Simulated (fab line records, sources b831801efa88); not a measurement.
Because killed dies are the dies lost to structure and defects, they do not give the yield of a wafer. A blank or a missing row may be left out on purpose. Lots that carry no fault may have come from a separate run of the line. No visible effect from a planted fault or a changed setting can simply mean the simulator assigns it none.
Which tool did it? :: flow sky130 :: 18 wafers from 6 lots sampled at 2 of the route's 708 steps

WHAT EACH GAUGE READ, for each wafer
SKY_METAL1_RS_MEAS_05: measurement is done with a four-point probe.
lot: L268
measured: day 31 08:08
on: film metro-04
METAL1_ALCU_RS (ohm/sq): 0.1271 0.1281 0.1272

lot: L272
measured: day 33 14:09
on: film metro-02
METAL1_ALCU_RS (ohm/sq): 0.1259 0.1260 0.1264

lot: L274
measured: day 34 01:28
on: film metro-04
METAL1_ALCU_RS (ohm/sq): 0.1279 0.1280 0.1280

lot: L279
measured: day 36 07:46
on: film metro-03
METAL1_ALCU_RS (ohm/sq): 0.1262 0.1269 0.1269

lot: L283
measured: day 36 20:17
on: film metro-04
METAL1_ALCU_RS (ohm/sq): 0.1279 0.1263 0.1273

lot: L287
measured: day 38 01:30
on: film metro-02
METAL1_ALCU_RS (ohm/sq): 0.1267 0.1259 0.1267

EACH LOT AND THE TOOL THAT RAN IT (in order: tool; ch and the chambers of the sampled wafers; start)
lot: L268
SKY_LDD_N_IMPLANT_10: implanter-02 ch 0, day 17 11:06

lot: L272
SKY_LDD_N_IMPLANT_10: implanter-02 ch 0, day 19 23:14

lot: L274
SKY_LDD_N_IMPLANT_10: implanter-04 ch 0, day 20 12:31

lot: L279
SKY_LDD_N_IMPLANT_10: implanter-01 ch 0, day 23 03:39

lot: L283
SKY_LDD_N_IMPLANT_10: implanter-02 ch 0, day 23 16:36

lot: L287
SKY_LDD_N_IMPLANT_10: implanter-04 ch 0, day 25 02:15
- SKY_LDD_N_IMPLANT_10

THE ANSWER, worked out from the rows above alone
Rule: the lots themselves supply what counts as usual. Put in order of their means at a reading, lots are off if they are a third of the lots or fewer, leave a main group of 4 or more, and stand apart from it by a gap of 3 or more times the standard deviation of the main group's means; of several such gaps the widest counts. A main group whose means are all the same, to the digits that the tables above print for the reading, isn't used. Also off: a lot with no number at a reading for which 4 or more lots have one. Where the step has rows for the other lots, those lots are counted as sound.
Across all readings shown, no lot is off: no conclusion can be drawn from this.

WHAT THE SIMULATOR HAD INSERTED
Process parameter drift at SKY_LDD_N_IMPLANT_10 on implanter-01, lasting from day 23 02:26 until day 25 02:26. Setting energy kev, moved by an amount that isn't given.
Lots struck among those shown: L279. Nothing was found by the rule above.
